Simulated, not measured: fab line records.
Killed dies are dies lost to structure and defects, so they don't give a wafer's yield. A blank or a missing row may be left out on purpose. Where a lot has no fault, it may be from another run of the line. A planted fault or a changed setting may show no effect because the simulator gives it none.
fab line records -- flow sfqLine
record: lots: 6, wafers: 18, lastDay: 92
route steps=325 shown I0@47 M1@58 I1@73 M2@88 M8@325
lots with no fault: from the same line, run without faults
startH: start of the lot's first displayed wafer, in hours after the record's first day -- waitH: hours elapsed since this lot's preceding step -- " repeats the value in the row above -- L1.1+2: one row covering several wafers at once -- - no value present, or no start provided -- * or withheld: withheld -- < > ~ a bound
route shown NAME@n: a module of which the file shows steps, and the number in the route of the first -- usual: mean/standard deviation of fault-free wafers -- same: alike in all rows -- chamber/n: place in a boat -- sites: readings site by site -- _std_site: standard deviation of those values -- _edge_site: mean of outer sites minus mean of inner sites -- radiusMm: how far each site lies from the wafer's centre -- mask NAME#n: copy n -- behind: the tool/chamber that last shaped the wafer -- hold: cause of the lot's hold/its duration in hours/its outcome -- device: which transistor (n, p or np) failed to switch -- end of line: the same wafers' tests at the end of the route -- a step with no rows: only its recipe -- killed: count of dies lost to structure and defects at first sort (not the wafer's yield) -- map: shows each die of a wafer: x if killed, . if not, _ if none is there
set.NAME: the run value of the setting; set.NAME@STEP: its run value at that earlier step -- model.NAME: the simulator's own value behind a step, which no gauge read
certain route steps with their lots: each step a table, each wafer a row
services: when a tool's chamber went out of use (startH, in hours from the record's first day, below 0 if earlier), for how many hours, and the reason
== steps ==
step: SFQ_TRILAYER_I0_VIA_LITHO_COAT_036
recipe: resist: BARC, spinRpm: 3000, resistThkNm: 62
step: SFQ_TRILAYER_I0_VIA_LITHO_COAT_031
recipe: resist: KrF, spinRpm: 3000, resistThkNm: 650
step: SFQ_TRILAYER_I0_VIA_LITHO_SOFTBAKE_035
recipe: tempC: withheld, timeS: withheld, resist: KrF
step: SFQ_TRILAYER_I0_VIA_LITHO_EXPOSE_032
recipe: maskId: I0, na: 0.6, sourceShape: conventional, sigmaOuter: 0.65, targetCdNm: 500, doseMj: 21.3
step: SFQ_TRILAYER_I0_VIA_LITHO_PEB_034
recipe: pebTempC: 115, pebTimeS: 60, resist: KrF
step: SFQ_TRILAYER_I0_VIA_LITHO_DEVELOP_033
recipe: timeS: 60, resist: KrF
step: SFQ_I0_OVL_MEAS_908
usual: I0_OVL: 2/4.4
lot.wafer,tool,chamber,startH,waitH,I0_OVL[nm]
L161.1,overlay-01,-,393.34,0.1,0
L161.2,overlay-01,-,393.34,0.1,3
L161.4,overlay-01,-,393.34,0.1,7
L167.1,overlay-01,-,435.99,0.1,-4
L167.4,overlay-01,-,435.99,0.1,1
L167.5,overlay-01,-,435.99,0.1,-3
L171.3,overlay-02,-,527.47,0.1,1
L171.5,overlay-02,-,527.47,0.1,4
L171.6,overlay-02,-,527.47,0.1,4
L181.2,overlay-01,-,615.64,0.1,-10
L181.3,overlay-01,-,615.64,0.1,-5
L181.5,overlay-01,-,615.64,0.1,-5
L183.3,overlay-02,-,640.84,0.1,4
L183.4,overlay-02,-,640.84,0.1,1
L183.5,overlay-02,-,640.84,0.1,4
L184.2,overlay-01,-,655.24,0.1,3
L184.4,overlay-01,-,655.24,0.1,2
L184.6,overlay-01,-,655.24,0.1,3
step: SFQ_TRILAYER_I0_VIA_BARC_OPEN_VIA_ETCH_046
recipe: maskMaterial: PR, chemistry: O2, targetDepthNm: 125, target: BARC, sourceW: 500, biasW: 80, pressureMtorr: 30, timeS: 41.7
step: SFQ_TRILAYER_I0_VIA_ETCH_VIA_ETCH_034
recipe: target: SiO2, stopOn: Nb, maskMaterial: PR, taperDeg: 20, chemistry: CHF3, targetDepthNm: 260, sourceW: 500, biasW: 80, pressureMtorr: 30, timeS: withheld
usual: drypumpMotorCurrentA: 6.0/0.41, oesProductAu: 0.853/0.0054
lot.wafer,tool,chamber,startH,waitH,drypumpMotorCurrentA,oesProductAu
L161.1,rieDiel-01,3,393.41,0.0,6.4,0.856
L161.2,rieDiel-01,0,393.41,0.0,5.5,0.862
L161.4,rieDiel-01,2,393.41,0.0,5.9,0.858
L167.1,rieDiel-01,3,436.07,0.0,6.3,0.847
L167.4,rieDiel-01,0,436.07,0.0,5.6,0.859
L167.5,rieDiel-01,1,436.07,0.0,6.7,0.857
L171.3,rieDiel-03,2,527.53,0.0,6.0,0.847
L171.5,rieDiel-03,2,527.53,0.0,5.9,0.845
L171.6,rieDiel-03,3,527.53,0.0,5.5,0.858
L181.2,rieDiel-01,2,615.71,0.0,5.9,0.855
L181.3,rieDiel-01,1,615.71,0.0,6.7,0.854
L181.5,rieDiel-01,3,615.71,0.0,6.4,0.859
L183.3,rieDiel-01,3,640.91,0.0,6.4,0.838
L183.4,rieDiel-01,2,640.91,0.0,5.9,0.855
L183.5,rieDiel-01,3,640.91,0.0,6.4,0.857
L184.2,rieDiel-01,3,655.31,0.0,6.4,0.861
L184.4,rieDiel-01,2,655.31,0.0,5.9,0.859
L184.6,rieDiel-01,3,655.31,0.0,6.4,0.863
step: SFQ_TRILAYER_I0_VIA_STRIP_STRIP_035
recipe: gas: O2, powerW: 200, platenTempC: 40, overashFraction: 0.65, chemistry: O2, pressureMtorr: 50
usual: drypumpMotorCurrentA: 5.56/0.29, oesProductAu: 1.000/0.0068
lot.wafer,tool,chamber,startH,waitH,drypumpMotorCurrentA,oesProductAu,rfHoursCounterH
L161.1,rieMetal-04,1,393.52,-,5.35,1.002,167
L161.2,rieMetal-04,0,393.52,-,5.17,0.996,8
L161.4,rieMetal-04,0,393.52,-,5.17,1.009,-
L167.1,rieMetal-03,0,436.18,-,5.60,1.003,123
L167.4,rieMetal-03,1,436.18,-,5.32,1.006,-
L167.5,rieMetal-03,0,436.18,-,5.61,1.001,-
L171.3,rieMetal-02,0,527.84,-,5.97,0.999,-
L171.5,rieMetal-02,1,527.84,-,5.78,1.004,-
L171.6,rieMetal-02,0,527.84,-,5.95,0.994,-
L181.2,rieMetal-02,1,615.82,-,5.77,0.999,103
L181.3,rieMetal-02,0,615.82,-,5.97,1.000,-
L181.5,rieMetal-02,0,615.82,-,5.99,0.998,-
L183.3,rieMetal-02,1,641.22,-,5.74,0.995,-
L183.4,rieMetal-02,0,641.22,-,6.01,0.998,-
L183.5,rieMetal-02,1,641.22,-,5.78,1.012,-
L184.2,rieMetal-03,0,655.42,-,5.60,0.993,12
L184.4,rieMetal-03,1,655.42,-,5.34,0.995,-
L184.6,rieMetal-03,1,655.42,-,5.33,0.998,-
step: SFQ_TRILAYER_I0_VIA_STRIP_SOLV_CLEAN_036
recipe: chemistry: NMP, tempC: 70, timeS: 600
step: SFQ_TRILAYER_M1_DEP_PRE_CLEAN_038
recipe: gas: Ar, timeS: 22.5, biasV: 250
step: SFQ_TRILAYER_M1_DEP_SPUTTER_037
recipe: material: Nb, basePressurePa: 1.33e-06, chamberPressurePa: 0.1333, substrateTempC: 20, resputterCathodeVoltageV: 400, targetThkNm: 200, powerW: 2000, timeS: 133.3
usual: throttleValvePct: 30.0/0.97
lot.wafer,tool,chamber,startH,waitH,throttleValvePct,model.Nb_of_TRILAYER_M1_DEP_SPUTTER_037.thkNm
L161.1,pvdSputter-04,-,394.33,0.0,28.8,200.7
L161.2,pvdSputter-04,-,394.33,0.0,29.0,203.3
L161.4,pvdSputter-04,-,394.33,0.0,29.3,201.6
L167.1,pvdSputter-06,-,437.02,0.0,30.0,194.1
L167.4,pvdSputter-06,-,437.02,0.0,31.2,195.9
L167.5,pvdSputter-06,-,437.02,0.0,29.7,193.3
L171.3,pvdSputter-06,-,528.45,0.0,29.9,200.8
L171.5,pvdSputter-06,-,528.45,0.0,30.0,200.6
L171.6,pvdSputter-06,-,528.45,0.0,29.0,200.6
L181.2,pvdSputter-04,-,616.62,0.0,28.7,201.5
L181.3,pvdSputter-04,-,616.62,0.0,30.8,324.7
L181.5,pvdSputter-04,-,616.62,0.0,29.0,201.3
L183.3,pvdSputter-04,-,641.82,0.0,29.4,199.7
L183.4,pvdSputter-04,-,641.82,0.0,30.6,326.5
L183.5,pvdSputter-04,-,641.82,0.0,29.4,200
L184.2,pvdSputter-03,-,656.22,0.0,32.0,200
L184.4,pvdSputter-03,-,656.22,0.0,29.6,198.4
L184.6,pvdSputter-03,-,656.22,0.0,29.5,198.1
step: SFQ_M1_RS_MEAS_909
recipe: thkMeasGauge: four-point-probe, reads: Nb_of_TRILAYER_M1_DEP_SPUTTER_037
usual: M1_NB_RS: 0.893/0.0096
lot.wafer,tool,chamber,startH,waitH,hold,M1_NB_RS[ohm/sq]
L161.1,filmMetro-04,-,394.42,0.0,-,0.887
L161.2,filmMetro-04,-,394.42,0.0,-,0.877
L161.4,filmMetro-04,-,394.42,0.0,-,0.884
L167.1,filmMetro-01,-,437.11,0.0,-,0.919
L167.4,filmMetro-01,-,437.11,0.0,-,0.909
L167.5,filmMetro-01,-,437.11,0.0,-,0.922
L171.3,filmMetro-01,-,528.58,0.1,-,0.886
L171.5,filmMetro-01,-,528.58,0.1,-,0.888
L171.6,filmMetro-01,-,528.58,0.1,-,0.888
L181.2,filmMetro-01,-,616.73,0.1,awaitDispo/0.2h/release,0.882
L181.3,filmMetro-01,-,616.73,0.1,awaitDispo/0.2h/release,0.546
L181.5,filmMetro-01,-,616.73,0.1,awaitDispo/0.2h/release,0.884
L181.2,filmMetro-01,-,617.02,0.3,-,0.884
L181.3,filmMetro-01,-,617.02,0.3,-,0.545
L181.5,filmMetro-01,-,617.02,0.3,-,0.884
L183.3,filmMetro-04,-,641.95,0.1,awaitDispo/0.2h/release,0.892
L183.4,filmMetro-04,-,641.95,0.1,awaitDispo/0.2h/release,0.544
L183.5,filmMetro-04,-,641.95,0.1,awaitDispo/0.2h/release,0.891
L183.3,filmMetro-04,-,642.24,0.3,-,0.892
L183.4,filmMetro-04,-,642.24,0.3,-,0.543
L183.5,filmMetro-04,-,642.24,0.3,-,0.890
L184.2,filmMetro-02,-,656.33,0.1,-,0.892
L184.4,filmMetro-02,-,656.33,0.1,-,0.898
L184.6,filmMetro-02,-,656.33,0.1,-,0.899
step: SFQ_TRILAYER_M1_LITHO_COAT_039
recipe: resist: KrF, spinRpm: 3000, resistThkNm: 600
step: SFQ_TRILAYER_M1_LITHO_SOFTBAKE_043
recipe: tempC: withheld, timeS: withheld, resist: KrF
step: SFQ_TRILAYER_M1_LITHO_EXPOSE_040
recipe: maskId: M1, na: 0.6, sourceShape: conventional, sigmaOuter: 0.65, targetCdNm: 500, doseMj: 14.4
step: SFQ_TRILAYER_M1_LITHO_PEB_042
recipe: pebTempC: 115, pebTimeS: 60, resist: KrF
step: SFQ_TRILAYER_M1_LITHO_DEVELOP_041
recipe: timeS: 60, resist: KrF
step: SFQ_M1_OVL_MEAS_911
usual: M1_OVL: -1/6.5
lot.wafer,tool,chamber,startH,waitH,M1_OVL[nm]
L161.1,overlay-01,-,556.68,0.1,5
L161.2,overlay-01,-,556.68,0.1,-1
L161.4,overlay-01,-,556.68,0.1,-4
L167.1,overlay-02,-,605.90,0.1,13
L167.4,overlay-02,-,605.90,0.1,5
L167.5,overlay-02,-,605.90,0.1,11
L171.3,overlay-02,-,689.54,0.1,6
L171.5,overlay-02,-,689.54,0.1,4
L171.6,overlay-02,-,689.54,0.1,2
L181.2,overlay-02,-,766.60,0.1,-2
L181.3,overlay-02,-,766.60,0.1,7
L181.5,overlay-02,-,766.60,0.1,8
L183.3,overlay-01,-,785.93,0.1,11
L183.4,overlay-01,-,785.93,0.1,3
L183.5,overlay-01,-,785.93,0.1,12
L184.2,overlay-01,-,801.65,0.1,-5
L184.4,overlay-01,-,801.65,0.1,-9
L184.6,overlay-01,-,801.65,0.1,-4
step: SFQ_TRILAYER_M1_BARC_OPEN_METAL_ETCH_054
recipe: maskMaterial: PR, chemistry: O2, targetDepthNm: 125, target: BARC, icpW: 600, biasW: 80, pressureMtorr: 10, timeS: 41.7
usual: drypumpMotorCurrentA: 5.65/0.27, oesProductAu: 0.685/0.0044
lot.wafer,tool,chamber,startH,waitH,drypumpMotorCurrentA,oesProductAu,rfHoursCounterH
L161.1,rieMetal-01,1,556.72,0.0,5.74,0.676,41
L161.2,rieMetal-01,0,556.72,0.0,5.80,0.684,111
L161.4,rieMetal-01,0,556.72,0.0,5.78,0.687,-
L167.1,rieMetal-02,0,605.94,0.0,5.98,0.681,141
L167.4,rieMetal-02,0,605.94,0.0,5.98,0.679,-
L167.5,rieMetal-02,0,605.94,0.0,5.94,0.687,-
L171.3,rieMetal-01,0,689.59,0.0,5.78,0.683,-
L171.5,rieMetal-01,0,689.59,0.0,5.80,0.684,-
L171.6,rieMetal-01,1,689.59,0.0,5.70,0.687,-
L181.2,rieMetal-01,1,766.63,0.0,5.69,0.678,72
L181.3,rieMetal-01,0,766.63,0.0,5.80,0.678,-
L181.5,rieMetal-01,0,766.63,0.0,5.81,0.685,-
L183.3,rieMetal-02,1,785.97,0.0,5.74,0.686,-
L183.4,rieMetal-02,0,785.97,0.0,6.05,0.680,-
L183.5,rieMetal-02,0,785.97,0.0,6.04,0.688,-
L184.2,rieMetal-01,1,801.70,0.0,5.66,0.682,-
L184.4,rieMetal-01,1,801.70,0.0,5.71,0.685,-
L184.6,rieMetal-01,1,801.70,0.0,5.70,0.686,-
step: SFQ_TRILAYER_M1_ETCH_METAL_ETCH_042
recipe: target: Nb, stopOn: SiO2, maskMaterial: PR, chemistry: Cl2/Ar, targetDepthNm: 240, icpW: 600, biasW: 80, pressureMtorr: 10, timeS: 120
usual: drypumpMotorCurrentA: 5.65/0.27, oesProductAu: 0.892/0.0068
lot.wafer,tool,chamber,startH,waitH,drypumpMotorCurrentA,oesProductAu,rfHoursCounterH
L161.1,rieMetal-01,1,556.78,0.0,5.72,0.900,42
L161.2,rieMetal-01,0,556.78,0.0,5.80,0.902,111
L161.4,rieMetal-01,0,556.78,0.0,5.79,0.895,-
L167.1,rieMetal-02,0,606.00,0.0,6.01,0.875,141
L167.4,rieMetal-02,0,606.00,0.0,6.04,0.885,-
L167.5,rieMetal-02,0,606.00,0.0,6.03,0.872,-
L171.3,rieMetal-01,0,689.67,0.1,5.81,0.891,-
L171.5,rieMetal-01,0,689.67,0.1,5.82,0.895,-
L171.6,rieMetal-01,1,689.67,0.1,5.71,0.898,-
L181.2,rieMetal-01,1,766.69,0.0,5.74,0.895,72
L181.3,rieMetal-01,0,766.69,0.0,5.81,0.995,-
L181.5,rieMetal-01,0,766.69,0.0,5.82,0.892,-
L183.3,rieMetal-02,1,786.06,0.1,5.78,0.889,-
L183.4,rieMetal-02,0,786.06,0.1,5.99,0.997,-
L183.5,rieMetal-02,0,786.06,0.1,6.02,0.896,-
L184.2,rieMetal-01,1,801.84,0.1,5.72,0.898,-
L184.4,rieMetal-01,1,801.84,0.1,5.69,0.894,-
L184.6,rieMetal-01,1,801.84,0.1,5.73,0.893,-
step: SFQ_TRILAYER_M1_STRIP_STRIP_043
recipe: gas: O2, powerW: 200, platenTempC: 40, overashFraction: 0.65, chemistry: O2, pressureMtorr: 50
usual: drypumpMotorCurrentA: 5.64/0.27, oesProductAu: 0.999/0.008
lot.wafer,tool,chamber,startH,waitH,drypumpMotorCurrentA,oesProductAu,rfHoursCounterH
L161.1,rieMetal-01,1,556.90,0.1,5.72,1.009,42
L161.2,rieMetal-01,0,556.90,0.1,5.80,0.999,111
L161.4,rieMetal-01,0,556.90,0.1,5.79,0.997,-
L167.1,rieMetal-02,0,606.13,0.1,5.98,1.003,142
L167.4,rieMetal-02,0,606.13,0.1,6.02,0.998,-
L167.5,rieMetal-02,0,606.13,0.1,5.97,0.991,-
L171.3,rieMetal-01,0,689.95,0.2,5.79,1.006,-
L171.5,rieMetal-01,0,689.95,0.2,5.78,0.998,-
L171.6,rieMetal-01,1,689.95,0.2,5.70,1.004,-
L181.2,rieMetal-01,1,766.81,0.1,5.72,1.010,72
L181.3,rieMetal-01,0,766.81,0.1,5.84,1.017,-
L181.5,rieMetal-01,0,766.81,0.1,5.84,1.008,-
L183.3,rieMetal-02,1,786.34,0.2,5.79,0.983,-
L183.4,rieMetal-02,0,786.34,0.2,5.97,0.999,-
L183.5,rieMetal-02,0,786.34,0.2,5.96,1.002,-
L184.2,rieMetal-01,1,802.25,0.4,5.69,1.000,-
L184.4,rieMetal-01,1,802.25,0.4,5.67,0.992,-
L184.6,rieMetal-01,1,802.25,0.4,5.68,0.998,-
step: SFQ_TRILAYER_M1_STRIP_SOLV_CLEAN_044
recipe: chemistry: NMP, tempC: 70, timeS: 600
step: SFQ_TRILAYER_I1_DEP_PECVD_045
recipe: material: SiO2, tempC: 150, timeS: 111.11, pressureTorr: 2.4, rfW: 183.3, precursor: SiH4/N2O, targetThkNm: 500
step: SFQ_TRILAYER_I1_CMP_CMP_046
recipe: material: SiO2, downForcePsi: 3, platenRpm: 60, padVelocityMS: 0.94248
usual: motorCurrentA: 10.7/0.85, timeToEndpointS: 214/7.2
lot.wafer,tool,chamber,startH,waitH,motorCurrentA,timeToEndpointS
L161.4,cmp-01,3,557.75,0.0,10.2,210
L161.2,cmp-01,0,557.75,0.0,11.3,202
L161.1,cmp-01,1,557.75,0.0,8.8,202
L167.1,cmp-01,0,608.72,1.8,11.6,215
L167.4,cmp-01,3,610.22,3.2,10.5,224
L167.5,cmp-01,1,611.22,4.2,8.7,214
L171.3,cmp-02,0,691.60,1.0,10.9,213
L171.5,cmp-02,2,692.60,2.0,10.6,212
L171.6,cmp-02,3,692.60,2.0,11.3,214
L181.2,cmp-02,0,768.73,1.1,10.9,213
L181.3,cmp-02,3,770.23,2.6,11.3,211
L181.5,cmp-02,1,771.23,3.6,11.9,226
L183.4,cmp-02,2,786.99,0.0,10.6,211
L183.3,cmp-02,3,786.99,0.0,11.3,215
L183.5,cmp-02,3,789.49,2.5,11.0,219
L184.4,cmp-01,2,805.45,1.9,10.7,216
L184.2,cmp-01,3,805.45,1.9,9.6,219
L184.6,cmp-01,1,806.95,3.4,8.3,214
step: SFQ_I1_BOW_MEAS_912
recipe: mode: bow
usual: I1_BOW: 0/8.3
lot.wafer,tool,chamber,startH,waitH,I1_BOW[um]
L161.1,filmMetro-03,-,560.75,1.5,-18
L161.2,filmMetro-03,-,560.75,1.5,-3
L161.4,filmMetro-03,-,560.75,1.5,-2
L167.1,filmMetro-02,-,611.72,2.5,-14
L167.4,filmMetro-02,-,611.72,2.5,-10
L167.5,filmMetro-02,-,611.72,2.5,-1
L171.3,filmMetro-03,-,693.64,1.5,-12
L171.5,filmMetro-03,-,693.64,1.5,-4
L171.6,filmMetro-03,-,693.64,1.5,-2
L181.2,filmMetro-02,-,771.75,2.5,-4
L181.3,filmMetro-02,-,771.75,2.5,-7
L181.5,filmMetro-02,-,771.75,2.5,8
L183.3,filmMetro-02,-,790.03,2.0,3
L183.4,filmMetro-02,-,790.03,2.0,0
L183.5,filmMetro-02,-,790.03,2.0,2
L184.2,filmMetro-02,-,807.97,1.5,-3
L184.4,filmMetro-02,-,807.97,1.5,-1
L184.6,filmMetro-02,-,807.97,1.5,-8
step: SFQ_TRILAYER_I1_METRO_MEASURE_047
step: SFQ_TRILAYER_I1_VIA_LITHO_COAT_054
recipe: resist: BARC, spinRpm: 3000, resistThkNm: 62
step: SFQ_TRILAYER_I1_VIA_LITHO_COAT_049
recipe: resist: KrF, spinRpm: 3000, resistThkNm: 650
step: SFQ_TRILAYER_I1_VIA_LITHO_SOFTBAKE_053
recipe: tempC: withheld, timeS: withheld, resist: KrF
step: SFQ_TRILAYER_I1_VIA_LITHO_EXPOSE_050
recipe: maskId: I1, na: 0.6, sourceShape: conventional, sigmaOuter: 0.65, targetCdNm: 500, doseMj: 21.3
step: SFQ_TRILAYER_I1_VIA_LITHO_PEB_052
recipe: pebTempC: 115, pebTimeS: 60, resist: KrF
step: SFQ_TRILAYER_I1_VIA_LITHO_DEVELOP_051
recipe: timeS: 60, resist: KrF
step: SFQ_I1_OVL_MEAS_913
usual: I1_OVL: 1/5.3
lot.wafer,tool,chamber,startH,waitH,I1_OVL[nm]
L161.1,overlay-02,-,717.13,0.1,9
L161.2,overlay-02,-,717.13,0.1,4
L161.4,overlay-02,-,717.13,0.1,1
L167.1,overlay-01,-,760.45,0.1,-2
L167.4,overlay-01,-,760.45,0.1,-1
L167.5,overlay-01,-,760.45,0.1,1
L171.3,overlay-02,-,835.38,0.1,2
L171.5,overlay-02,-,835.38,0.1,7
L171.6,overlay-02,-,835.38,0.1,3
L181.2,overlay-01,-,922.27,0.1,3
L181.3,overlay-01,-,922.27,0.1,4
L181.5,overlay-01,-,922.27,0.1,4
L183.3,overlay-01,-,938.00,0.1,5
L183.4,overlay-01,-,938.00,0.1,0
L183.5,overlay-01,-,938.00,0.1,0
L184.2,overlay-02,-,951.20,0.1,5
L184.4,overlay-02,-,951.20,0.1,4
L184.6,overlay-02,-,951.20,0.1,10
step: SFQ_TRILAYER_I1_VIA_BARC_OPEN_VIA_ETCH_071
recipe: maskMaterial: PR, chemistry: O2, targetDepthNm: 125, target: BARC, sourceW: 500, biasW: 80, pressureMtorr: 30, timeS: 41.7
step: SFQ_TRILAYER_I1_VIA_ETCH_VIA_ETCH_052
recipe: target: SiO2, stopOn: Nb, maskMaterial: PR, taperDeg: 20, chemistry: CHF3, targetDepthNm: 260, sourceW: 500, biasW: 80, pressureMtorr: 30, timeS: withheld
step: SFQ_TRILAYER_I1_VIA_STRIP_STRIP_053
recipe: gas: O2, powerW: 200, platenTempC: 40, overashFraction: 0.65, chemistry: O2, pressureMtorr: 50
step: SFQ_TRILAYER_I1_VIA_STRIP_SOLV_CLEAN_054
recipe: chemistry: NMP, tempC: 70, timeS: 600
step: SFQ_TRILAYER_M2_DEP_PRE_CLEAN_056
recipe: gas: Ar, timeS: 22.5, biasV: 250
step: SFQ_M8_BOW_MEAS_951
recipe: mode: bow
usual: M8_BOW: 8/12
lot.wafer,tool,chamber,startH,waitH,M8_BOW[um],model.etest.m1.combLog10Ohm,model.etest.m1.ohmSq
L161.1,filmMetro-04,-,1880.74,0.0,-10,12,0.8869
L161.2,filmMetro-04,-,1880.74,0.0,6,12,0.8755
L161.4,filmMetro-04,-,1880.74,0.0,7,12,0.8829
L167.1,filmMetro-03,-,2007.80,0.0,-6,12,0.9172
L167.4,filmMetro-03,-,2007.80,0.0,-5,12,0.9086
L167.5,filmMetro-03,-,2007.80,0.0,5,12,0.921
L171.3,filmMetro-03,-,2028.42,0.0,-22,12,0.8866
L171.5,filmMetro-03,-,2028.42,0.0,-11,12,0.8874
L171.6,filmMetro-03,-,2028.42,0.0,-10,12,0.8876
L181.2,filmMetro-01,-,2190.16,0.0,-1,12,0.8834
L181.3,filmMetro-01,-,2190.16,0.0,-4,0,0.5482
L181.5,filmMetro-01,-,2190.16,0.0,12,12,0.8844
L183.3,filmMetro-03,-,2198.57,0.0,14,12,0.8914
L183.4,filmMetro-03,-,2198.57,0.0,10,0,0.5452
L183.5,filmMetro-03,-,2198.57,0.0,14,12,0.8903
L184.2,filmMetro-01,-,2211.84,0.0,15,12,0.8901
L184.4,filmMetro-01,-,2211.84,0.0,16,12,0.8972
L184.6,filmMetro-01,-,2211.84,0.0,9,12,0.8985
== services ==
tool,chamber,startH,hours,kind
rieMetal-02,-,374.66,4.3,pm
rieDiel-01,-,375.64,14.6,pm
cmp-01,-,396.95,2.0,repair
cmp-02,-,406.43,4.0,pm
rieMetal-02,0,424.22,3.2,repair
rieDiel-01,-,427.09,0.5,repair
cmp-01,-,433.37,2.0,repair
rieMetal-01,-,439.11,2.8,pm
pvdSputter-04,-,447.31,1.6,repair
cmp-01,-,458.43,5.3,pm
rieMetal-02,-,472.20,1.0,repair
rieDiel-01,0,476.39,9.7,repair
rieMetal-01,-,495.72,0.1,repair
rieDiel-01,3,495.96,12.3,repair
rieMetal-01,0,585.60,5.9,repair
rieDiel-01,-,608.22,4.3,pm
rieDiel-01,0,614.73,21.5,repair
rieDiel-01,1,645.92,9.9,repair
rieMetal-01,1,662.95,9.9,repair
rieMetal-01,0,679.89,1.5,repair
rieDiel-01,2,746.51,2.6,repair
rieDiel-01,3,774.19,4.8,repair
rieMetal-01,0,781.02,1.5,repair
rieMetal-01,1,788.40,7.7,repair
== key ==
firstSign: step: SFQ_M1_RS_MEAS_909, reading: visit, direction: added
effect: step: SFQ_M1_RS_MEAS_909, reading: M1_NB_RS, direction: down, sigmas: 36, usual: 0.893, struck: 0.545
effect: step: SFQ_TRILAYER_M1_ETCH_METAL_ETCH_042, reading: oesProductAu, direction: up, sigmas: 15, usual: 0.892, struck: 0.996
modelEffect: step: SFQ_TRILAYER_M1_DEP_SPUTTER_037, value: Nb_of_TRILAYER_M1_DEP_SPUTTER_037.thkNm, without: 199.2, struck: 325.6
modelEffect: step: SFQ_M8_BOW_MEAS_951, value: etest.m1.combLog10Ohm, without: 12, struck: 0
metAt SFQ_TRILAYER_M1_DEP_SPUTTER_037
struckWafers L181.3,L183.4
fault: kind: processParameterDrift, tool: pvdSputter-04, chamber: -, onsetH: 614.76, steps: SFQ_TRILAYER_M1_DEP_SPUTTER_037, channel: targetThkNm, offset: 126.47, shape: step, endH: 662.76, actsIn: theseRecipesOnly, stated: 200, scope: struckWafersOnly
